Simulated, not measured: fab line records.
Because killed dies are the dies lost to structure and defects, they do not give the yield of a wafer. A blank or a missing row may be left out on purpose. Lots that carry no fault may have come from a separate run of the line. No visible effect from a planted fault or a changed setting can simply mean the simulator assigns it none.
A struck lot beside a sound one -- flow sky130 -- 34 out of 708 route steps
Sound: wafers L304.4, L304.5, L304.6. Wafers struck: L315.1, L315.2, L315.4. At the end, the cause is stated.
Each step with rows lists, per side, the tool, then ch with its chambers, then its first start. Under that, the readings that differ: sound wafers -- struck wafers -- difference of the means -- sigmas: that difference in standard deviations of wafers without a fault.
alike: readings with means less than 2 such deviations apart, plus words and numbers identical on both sides. not compared: withheld readings, readings lacking a value on some wafer, bounds such as >300 that could conceal the same value, and numbers that have no deviation in the record and whose values overlap.
The two part at a step that has a row with sigmas, a row that says differs or no value, or rows on one side only. When numbers do not overlap yet have no deviation, they are printed without sigmas and do not part them. Lack of a reading on every wafer of one side parts them only where that side has two or more wafers.

SKY_FIELD_ISO_BOW_MEAS_00:
  struck on film_metro-02, day 6 00:00; sound on film_metro-03, day 3 17:04
  alike: INCOMING_BOW
then, 1 step without rows for these wafers: SKY_FIELD_ISO_OXIDATION_01 (stabilise 600 s, purge 300 s, target thk 12 nm).
SKY_FIELD_ISO_THK_MEAS_02:
  struck on film_metro-03, day 6 03:29; sound on film_metro-04, day 3 18:40
  alike: FIELD_ISO_OXIDATION_00_THK
SKY_FIELD_ISO_CVD_03: deposits Si3N4 from DCS/NH3, target thk 165 nm, time 2830 s.
  sound on lpcvd-02 ch 1, day 3 18:41; struck on lpcvd-02 ch 0, day 6 03:32
  alike: spike_tc_top_C
SKY_FIELD_ISO_THK_MEAS_04:
  struck on film_metro-04, day 6 06:13; sound on film_metro-03, day 3 20:31
  alike: FIELD_ISO_CVD_03_THK
then, 8 steps without rows for these wafers: SKY_FIELD_ISO_DEHYDRATE_05 (time 60 s); SKY_FIELD_ISO_HMDS_06 (prime time 60 s); SKY_FIELD_ISO_COAT_07 (resist thk 60 nm); SKY_FIELD_ISO_COAT_08 (resist thk 450 nm); SKY_FIELD_ISO_SOFTBAKE_09 (time 90 s); SKY_FIELD_ISO_EXPOSE_10 (exposes mask FOM, target cd 150 nm); SKY_FIELD_ISO_PEB_11; SKY_FIELD_ISO_DEVELOP_12 (develop time 60 s).
SKY_FIELD_ISO_CD_MEAS_13 targets a cd of 150 nm.
  struck on cd_sem-02, day 7 02:04; sound on cd_sem-01, day 4 13:37
  alike: cd_nm
SKY_FIELD_ISO_ETCH_14: etches BARC in N2/H2, stops on SiO2, time 45.9 s, target depth 60 nm.
  sound on rie_diel-03 ch 2,3, day 4 13:41; struck on rie_diel-02 ch 0,1,2, day 7 02:11
  alike: drypump_motor_current_A, h2_flow_sccm, oes_product_au, throttle_valve_pct
  not compared: rf_hours_counter_h
SKY_FIELD_ISO_ETCH_15: etches the open film in CHF3/O2, stops on Si, target depth 180 nm, time 72 s.
  sound on rie_diel-03 ch 2,3, day 4 13:44; struck on rie_diel-02 ch 0,1,2, day 7 02:14
  alike: drypump_motor_current_A, oes_product_au, throttle_valve_pct
  not compared: rf_hours_counter_h
SKY_FIELD_ISO_STRIP_16: strips in O2/N2.
  sound on plasma_asher-03 ch 0,1, day 4 13:49; struck on plasma_asher-03 ch 0,1, day 7 02:17
reading,sound,struck,difference,sigmas
strip_time_to_endpoint_s (s),3.51 3.50 3.51,3.54 3.60 3.59,+0.07,+2
  alike: drypump_motor_current_A, oes_product_au
  not compared: rf_hours_counter_h
SKY_FIELD_ISO_ETCH_17: etches Si in HBr/Cl2/O2, target depth 342 nm, time 97.7 s.
  sound on rie_si-02 ch 1,2,3, day 4 13:55; struck on rie_si-02 ch 0,1,3, day 7 02:23
reading,sound,struck,difference,sigmas
rf_hours_counter_h (h),- - -,70 63 66,no value on the sound wafers,
  alike: drypump_motor_current_A, oes_product_au, throttle_valve_pct
then, 5 steps without rows for these wafers: SKY_FIELD_ISO_WET_ETCH_18 (etches Si3N4 in H3PO4, target depth 25 nm, time 286 s); SKY_FIELD_ISO_CLEAN_19 (cleans in SC1/SC2, time 150 s); SKY_FIELD_ISO_CLEAN_20 (cleans in dHF, time 20 s); SKY_FIELD_ISO_WET_ETCH_21 (etches SiO2 in dHF, target depth 20 nm, time 400 s); SKY_FIELD_ISO_OXIDATION_22 (stabilise 600 s, purge 300 s, target thk 10 nm).
SKY_FIELD_ISO_THK_MEAS_23:
  struck on film_metro-02, day 7 09:17; sound on film_metro-03, day 4 18:34
  alike: FIELD_ISO_OXIDATION_01_THK
then, 1 step without rows for these wafers: SKY_FIELD_ISO_CVD_24 (deposits SiO2, target thk 595 nm, time 99.2 s).
SKY_FIELD_ISO_THK_MEAS_25:
  struck on film_metro-03, day 7 09:25; sound on film_metro-02, day 4 18:42
  alike: FIELD_ISO_CVD_24_THK
then, 1 step without rows for these wafers: SKY_FIELD_ISO_ANNEAL_26 (time 1800 s).
SKY_FIELD_ISO_CMP_27: polishes, stops on Si3N4, t overpolish 16 s, target thk 457.8 nm.
  sound on cmp-02 ch 0,2,3, day 4 21:35; struck on cmp-02 ch 0,1,3, day 7 16:30
  alike: motor_current_A, overpolish_run_s, retaining_ring_pressure_frac, time_to_endpoint_s
then, 5 steps without rows for these wafers: SKY_FIELD_ISO_WET_ETCH_28 (etches SiO2 in dHF, target depth 23.7 nm, time 47 s); SKY_FIELD_ISO_WET_ETCH_29 (etches Si3N4 in H3PO4, target depth 160 nm, time 1825 s); SKY_FIELD_ISO_WET_ETCH_30 (etches SiO2 in dHF, target depth 25 nm, time 50 s); SKY_NWELL_CLEAN_00 (cleans in SC1/SC2, time 150 s); SKY_NWELL_OXIDATION_01 (stabilise 600 s, purge 300 s, target thk 10 nm).
-- the record jumps here: 43 days lie between the struck wafers' starts before and after (it left off in module NWELL and takes up again in module PAD_OPEN, whose first step shown is number 708 of the route) --
SKY_PAD_OPEN_PROBE_99:
  record: rows for the struck wafers here (prober-02, day 51 03:04), none for the sound ones

## WHERE THEY PART
Earliest at SKY_FIELD_ISO_STRIP_16; latest, in this record, at SKY_PAD_OPEN_PROBE_99.

WHY: what had been put in by the simulator
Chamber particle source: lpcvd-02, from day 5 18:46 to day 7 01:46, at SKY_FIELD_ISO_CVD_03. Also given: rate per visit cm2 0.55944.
